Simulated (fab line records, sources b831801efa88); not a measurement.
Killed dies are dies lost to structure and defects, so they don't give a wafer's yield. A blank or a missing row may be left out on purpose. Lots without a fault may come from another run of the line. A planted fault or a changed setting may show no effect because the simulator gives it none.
A struck lot beside a sound one | flow sky130 | 20 steps out of a route of 708
Sound: wafers L745.2, L745.3, L745.4. Struck: wafer L744.4. (L744.1, L744.3 of the same lot were not struck and are left out.) The cause comes at the end.
At each step with rows: each side's tool, then ch and its chambers, then its first start. Under that, the readings that differ: sound wafers | struck wafers | difference of the means | sigmas: that difference in standard deviations of wafers without a fault.
alike: readings whose means differ by less than 2 such deviations, and words and numbers that are the same on both sides. not compared: withheld readings, readings that some wafer has no value for, bounds like >300 that may hide the same value, and numbers for which the record gives no deviation and whose values overlap.
The two part at a step that has a row with sigmas, a row that says differs or no value, or rows on one side only. Numbers that don't overlap but have no deviation are shown without sigmas and don't part them. A reading that every wafer of one side lacks parts them only if that side has two wafers or more.

first, 4 steps without rows for these wafers: SKY_LDD_N_IMPLANT_12; SKY_LDD_N_IMPLANT_13; SKY_LDD_N_IMPLANT_14; SKY_LDD_N_IMPLANT_15.
SKY_LDD_N_STRIP_16: strips in O2/N2.
  sound on plasma_asher-04 ch 0,1, day 24 20:47; struck on plasma_asher-03 ch 1, day 24 19:40
  alike: drypump_motor_current_A, oes_product_au, strip_time_to_endpoint_s
  not compared: rf_hours_counter_h
SKY_LDD_N_TW_MEAS_17:
  sound on film_metro-03, day 24 20:54; struck on film_metro-02, day 24 19:46
  alike: LDD_N_TW
then, 6 steps without rows for these wafers: SKY_LDD_P_DEHYDRATE_00 (time 60 s); SKY_LDD_P_HMDS_01 (prime time 60 s); SKY_LDD_P_COAT_02 (resist thk 1140 nm); SKY_LDD_P_SOFTBAKE_03 (time 60 s); SKY_LDD_P_EXPOSE_04 (exposes mask PSDM, target cd 380 nm); SKY_LDD_P_PEB_05.
SKY_LDD_P_DEVELOP_06: develop time 60 s.
  sound on litho_track-03 ch 0, day 26 01:55; struck on litho_track-01 ch 0, day 26 00:36
  alike: developer_temp_C
SKY_LDD_P_CD_MEAS_07: target cd 380 nm.
  sound on cd_sem-01, day 26 02:04; struck on cd_sem-01, day 26 00:45
  not compared: cd_nm
SKY_LDD_P_OVL_MEAS_08:
  sound on overlay-01, day 26 02:10; struck on overlay-01, day 26 00:52
  not compared: LDD_P_OVL
then, 1 step without rows for these wafers: SKY_LDD_P_IMPLANT_09.
SKY_LDD_P_STRIP_10: strips in O2/N2.
  sound on plasma_asher-02 ch 0,1, day 26 02:20; struck on plasma_asher-03 ch 1, day 26 01:04
  alike: drypump_motor_current_A, oes_product_au, strip_time_to_endpoint_s
  not compared: rf_hours_counter_h
SKY_LDD_P_TW_MEAS_11:
  sound on film_metro-04, day 26 02:27; struck on film_metro-04, day 26 01:10
  reading  | sound             | struck | difference | sigmas
  LDD_P_TW | 633.1 634.5 633.1 | 30.0   | -603.6     | -99 or more
then, 1 step without rows for these wafers: SKY_LDD_HVN_DEHYDRATE_00 (time 60 s).
-- the record jumps here: 24 days lie between the struck wafers' starts before and after (it left off in module LDD_HVN and takes up again in module PAD_OPEN, whose first step shown is number 708 of the route) --
SKY_PAD_OPEN_PROBE_99:
  sound on prober-02, day 50 04:03; struck on prober-01, day 50 04:08
  reading             | sound    | struck | difference | sigmas
  killed_at_front_end | 19 22 15 | 419    | +400       | +91
  killed_dies         | 94 96 98 | 492    | +396       | +42
  killed_on_rim       | 20 13 17 | 96     | +79        | +20
  alike: killed_at_M0_to_M3, killed_at_M4_up, killed_at_contacts, killed_at_other, killed_open, killed_short

WHERE THEY PART
First at SKY_LDD_P_TW_MEAS_11; last, within this record, at SKY_PAD_OPEN_PROBE_99.

WHY: what the simulator had put in
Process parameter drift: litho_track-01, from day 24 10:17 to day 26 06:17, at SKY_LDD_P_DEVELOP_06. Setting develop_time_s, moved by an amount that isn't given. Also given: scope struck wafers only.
